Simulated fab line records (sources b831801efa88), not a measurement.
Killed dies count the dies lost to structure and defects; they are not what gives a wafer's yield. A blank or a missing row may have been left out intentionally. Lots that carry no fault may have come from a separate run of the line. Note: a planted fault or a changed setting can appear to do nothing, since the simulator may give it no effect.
Struck lot and sound lot, side by side || flow sky130 || 14 steps out of a route of 708
Sound: the wafers L916.1, L916.2, L916.3. Wafers L913.3, L913.5, L913.6 were the ones struck. Last of all comes the cause.
For every step that has rows: the tool of each side, followed by ch and its chambers, followed by its first start. Under that, the readings that differ: sound wafers || struck wafers || difference of the means || sigmas: that difference in standard deviations of wafers without a fault.
alike: words and numbers the same on both sides, and readings whose means are apart by under 2 such deviations; not compared: readings that were withheld, readings missing a value for some wafer, numbers with overlapping values and no deviation given by the record, and bounds like >300 which may hide the same value.
Wherever a step has rows on one side only, a row that says differs or no value, or a row with sigmas, the two part there. Non-overlapping numbers with no deviation appear without sigmas and do not part them. A reading missing from all wafers of one side parts the sides only when that side holds two or more wafers.

first, 6 steps without rows for these wafers: SKY_METAL3_COAT_07 (resist thk 60 nm); SKY_METAL3_COAT_08 (resist thk 1140 nm); SKY_METAL3_SOFTBAKE_09 (time 90 s); SKY_METAL3_EXPOSE_10 (exposes mask MM3, target cd 300 nm); SKY_METAL3_PEB_11; SKY_METAL3_DEVELOP_12 (develop time 60 s).
SKY_METAL3_CD_MEAS_13: target cd 300 nm.
  struck on cd sem-01, day 41 18:30; sound on cd sem-02, day 42 14:51
{"reading": "cd nm (nm)", "sound": "299.0 299.8 299.1", "struck": "302.6 303.1 301.9", "difference": "+3.2", "sigmas": "+3"}
SKY_METAL3_OVL_MEAS_14:
  struck on overlay-02, day 41 18:36; sound on overlay-02, day 42 14:58
  alike: METAL3_OVL
SKY_METAL3_DESCUM_15: chemistry O2, time 8 s.
  sound on rie metal-01 ch 0,1, day 42 15:00; struck on rie metal-02 ch 0,1, day 41 18:38
  alike: drypump motor current A, oes product au
  not compared: rf hours counter h
SKY_METAL3_ETCH_16: etches BARC in N2/H2, stops on SiO2, time 88.2 s, target depth 60 nm.
  sound on rie metal-01 ch 0,1, day 42 15:02; struck on rie metal-02 ch 0,1, day 41 18:41
  alike: drypump motor current A, oes product au, throttle valve pct
  not compared: rf hours counter h
SKY_METAL3_ETCH_17: etches SiO2 in C4F8/O2/Ar, stops on TiN, time 3.9 s, target depth 15 nm.
  sound on rie diel-02 ch 0,1,3, day 42 15:11; struck on rie diel-03 ch 1,2, day 41 18:45
  alike: oes product au
  not compared: rf hours counter h
SKY_METAL3_METAL_ETCH_18: etches the open film in Cl2/BCl3, stops on SiO2, target depth 845 nm, time 183.1 s.
  sound on rie metal-02 ch 0,1, day 42 15:11; struck on rie metal-04 ch 0,1, day 41 18:50
  alike: drypump motor current A, oes product au, throttle valve pct
  not compared: rf hours counter h
SKY_METAL3_STRIP_19: strips in O2/N2.
  sound on plasma asher-03 ch 0,1, day 42 15:22; struck on plasma asher-03 ch 0,1, day 41 18:59
  no value came back on the struck wafers for chamber pressure mTorr (mTorr), drypump motor current A (A), oes product au (a.u.), strip time to endpoint s (s); on the sound wafers chamber pressure mTorr (mTorr) reads 1500.1 1500.4 1498.2
{"reading": "model.KrF-thick_of_METAL3_COAT_08.thk nm (nm)", "sound": "0 0 0", "struck": "510.8 514.3 503.1", "difference": "+509.4", "sigmas": ""}
  not compared: rf hours counter h
then, 1 step without rows for these wafers: SKY_METAL3_STRIP_20 (strips in post etch residue remover, time 1200 s).

## WHERE THEY PART
Earliest at SKY_METAL3_CD_MEAS_13; latest, in this record, at SKY_METAL3_STRIP_19.

WHY: what the simulator had put in
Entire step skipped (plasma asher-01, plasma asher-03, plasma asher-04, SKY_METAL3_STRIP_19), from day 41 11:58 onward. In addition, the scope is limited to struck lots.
